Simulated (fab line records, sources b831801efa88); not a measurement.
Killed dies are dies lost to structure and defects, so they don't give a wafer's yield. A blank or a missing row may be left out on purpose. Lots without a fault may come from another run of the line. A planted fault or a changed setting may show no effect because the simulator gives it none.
Which tool did it? | flow gf180mcu | 7 lots, 21 wafers sampled, at 1 step of a route of 602

WHAT THE GAUGES READ, wafer by wafer
GF_STI_CD_MEAS_12: target cd 220 nm.
lot  | measured    | on        | cd_nm (nm)
L119 | day 2 12:49 | cd_sem-01 | 219.8 220.6 218.8
L123 | day 4 01:45 | cd_sem-01 | 217.0 217.4 217.6
L126 | day 4 05:20 | cd_sem-01 | 219.5 218.3 220.8
L129 | day 4 07:28 | cd_sem-01 | 222.9 221.8 221.6
L134 | day 5 17:10 | cd_sem-01 | 217.6 217.1 217.7
L137 | day 6 07:56 | cd_sem-01 | 221.9 222.3 221.4
L140 | day 6 23:54 | cd_sem-02 | 221.7 220.5 221.8

WHICH TOOL RAN EACH LOT (tool, then ch and the chambers of the sampled wafers, then the start)
The record holds no process step before these readings.

THE ANSWER, worked out from the rows above alone
Rule: what is usual is taken from the lots themselves. Put in order of their means at a reading, lots are off if they are a third of the lots or fewer, leave a main group of 4 or more, and stand apart from it by a gap of 3 or more times the standard deviation of the main group's means; of several such gaps the widest counts. A main group whose means are all the same, to the digits that the tables above print for the reading, isn't used. A lot without any number at a reading at which 4 lots or more have one is off too. The other lots that the step has rows for count as sound.
No lot is off at any reading shown: from this, nothing can be told.

WHAT THE SIMULATOR HAD PUT IN
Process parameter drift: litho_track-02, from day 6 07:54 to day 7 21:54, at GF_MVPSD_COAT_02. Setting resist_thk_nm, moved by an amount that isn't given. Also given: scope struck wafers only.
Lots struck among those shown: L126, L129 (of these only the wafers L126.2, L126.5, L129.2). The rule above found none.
